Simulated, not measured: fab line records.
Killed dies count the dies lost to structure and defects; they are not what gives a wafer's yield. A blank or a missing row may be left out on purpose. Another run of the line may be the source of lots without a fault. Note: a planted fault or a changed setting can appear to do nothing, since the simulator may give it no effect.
A lot that was struck, set against a sound lot -- flow sky130 -- 15 steps out of a route of 708
Sound: the wafers L998.2, L998.3, L998.6. Struck: wafer L106.2 (L106.1, L106.5, from the same lot, were not struck and are left out); the cause is given at the end.
For every step that has rows: the tool of each side, followed by ch and its chambers, followed by its first start. Under that, the readings that differ: sound wafers -- struck wafers -- difference of the means -- sigmas: that difference in standard deviations of wafers without a fault.
alike: readings with means less than 2 such deviations apart, plus words and numbers identical on both sides. not compared: withheld readings, readings lacking a value on some wafer, bounds such as >300 that could conceal the same value, and numbers that have no deviation in the record and whose values overlap.
Wherever a step has rows on one side only, a row that says differs or no value, or a row with sigmas, the two part there. When numbers do not overlap yet have no deviation, they are printed without sigmas and do not part them. A reading that every wafer of one side lacks parts them only if that side has two wafers or more.

first, 2 steps without rows for these wafers: SKY_VIA4_PEB_09; SKY_VIA4_DEVELOP_10 (develop time 60 s).
SKY_VIA4_OVL_MEAS_11:
  sound on overlay-01 at day 45 19:38; struck on overlay-02 at day 47 10:44
  alike: VIA4_OVL
SKY_VIA4_ETCH_12: etches SiO2 in C4F8/O2/Ar, stops on TiN, target depth 580 nm.
  sound on rie_diel-02 ch 1,2, day 45 19:40; struck on rie_diel-04 ch 2, day 47 10:46
  alike: oes_product_au
SKY_VIA4_STRIP_13: strips in O2/N2.
  sound on plasma_asher-02 ch 0, day 45 19:44; struck on plasma_asher-01 ch 0, day 47 10:50
reading,sound,struck,difference,sigmas
drypump_motor_current_A (A),5.2 5.2 5.2,5.9,+0.7,+2
  alike: oes_product_au, strip_time_to_endpoint_s
  not compared: rf_hours_counter_h
then, 3 steps without rows for these wafers: SKY_VIA4_STRIP_14 (strips in post etch residue remover, time 1200 s); SKY_VIA4_CLEAN_15 (cleans in IPA, time 180 s); SKY_VIA4_CLEAN_16 (cleans in O3/DIW).
SKY_VIA4_SPUTTER_17: material TiN, target thk 20 nm, time 80 s.
  sound on pvd_sputter-01 at day 45 20:20; struck on pvd_sputter-02 at day 47 11:26
  alike: throttle_valve_pct
SKY_VIA4_CVD_18: deposits W, target thk 505 nm, time 152.14 s.
  sound on cvd_w-01 ch 0, day 45 20:23; struck on cvd_w-02 ch 0, day 47 11:29
  alike: heater_power_w, susceptor_temp_C
SKY_VIA4_RS_MEAS_19: measurement is done with a four-point probe.
  sound on film_metro-02 at day 45 20:34; struck on film_metro-02 at day 47 11:38
  alike: VIA4_W_RS
SKY_VIA4_THK_MEAS_20: measures by xrf.
  sound on film_metro-02 at day 45 20:40; struck on film_metro-02 at day 47 11:46
  alike: VIA4_W_THK
SKY_VIA4_CMP_21: polishes, stops on SiO2, t overpolish 25 s, target thk 0 nm.
  sound on cmp-01 ch 0,1,2, day 45 21:02; struck on cmp-01 ch 1, day 47 11:52
reading,sound,struck,difference,sigmas
overpolish_run_s (s),24.989 25.016 25.004,28.557,+3.554,+99 or more
t_overpolish_s (s),25 25 25,28.556,+3.556,
  alike: edge_zone_pressure_frac, head_pressure_psi, motor_current_A, time_to_endpoint_s
SKY_METAL5_SPUTTER_00: material Ti, target thk 15 nm, time 10 s.
  sound on pvd_sputter-01 at day 45 21:14; struck on pvd_sputter-01 at day 47 12:07
  alike: throttle_valve_pct
SKY_PAD_OPEN_PROBE_99:
  the record holds rows for the sound wafers here (prober-02, day 48 11:22) but none for the struck ones

== WHERE THEY PART ==
First at SKY_VIA4_STRIP_13; last, within this record, at SKY_PAD_OPEN_PROBE_99.

WHY: the cause the simulator had injected
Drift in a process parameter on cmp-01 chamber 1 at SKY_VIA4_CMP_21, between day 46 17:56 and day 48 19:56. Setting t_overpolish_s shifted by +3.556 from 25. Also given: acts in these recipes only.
